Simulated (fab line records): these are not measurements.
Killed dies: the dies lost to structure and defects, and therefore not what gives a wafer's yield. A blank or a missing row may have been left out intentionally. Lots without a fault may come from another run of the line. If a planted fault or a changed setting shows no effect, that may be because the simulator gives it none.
Matching of chambers | flow gf180mcu | rie-si-01 running GF_STI_ETCH_14: 4 sister chambers
The step etches Si in HBr/Cl2/O2, target depth 360 nm, time 102.9 s. 4 wafers are shown with their chamber, then 8 later ones without.

EACH WAFER AND ITS CHAMBER
wafer  | chamber | run-length-s (s)
L301.6 | 2       | 131.7
L317.2 | 0       | 131.6
L317.5 | 3       | 130.9
L318.2 | 1       | 130.8

WAFERS WITHOUT THEIR CHAMBER
wafer  | run-length-s (s)
L318.4 | 131.2
L318.5 | 131.3
L321.1 | 130.9
L321.4 | 131.3
L321.5 | 131.1
L323.1 | 131.1
L323.5 | 131.2
L323.6 | 131.7

THE CHAMBER EACH PASSED THROUGH
wafer  | from the rows above               | in truth
L318.4 | can't be placed: 3 or 1 or 0 or 2 | 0
L318.5 | can't be placed: 0 or 2 or 3 or 1 | 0
L321.1 | can't be placed: 3 or 1           | 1
L321.4 | can't be placed: 0 or 2 or 3 or 1 | 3
L321.5 | can't be placed: 3 or 1 or 0 or 2 | 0
L323.1 | can't be placed: 3 or 1 or 0 or 2 | 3
L323.5 | can't be placed: 3 or 1 or 0 or 2 | 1
L323.6 | can't be placed: 2 or 0           | 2
Placed correctly: 0 of 8. Can't be placed from these rows: 8 (the true chamber is among the candidates in 8). Number placed wrongly: 0.
How it was worked out, from the rows above alone: a wafer's distance from a chamber is the root of the sum, over the readings, of the square of ((its reading less the chamber's mean) divided by the reading's scatter). The wafer belongs to the nearest chamber; if the next one is less than 2 further off, it can't be placed. The mean given for a chamber averages the wafers shown for that chamber. The scatter (one wafer shown for each chamber): square how far every hidden wafer sits from the nearest shown wafer, average those squares and take the square root.
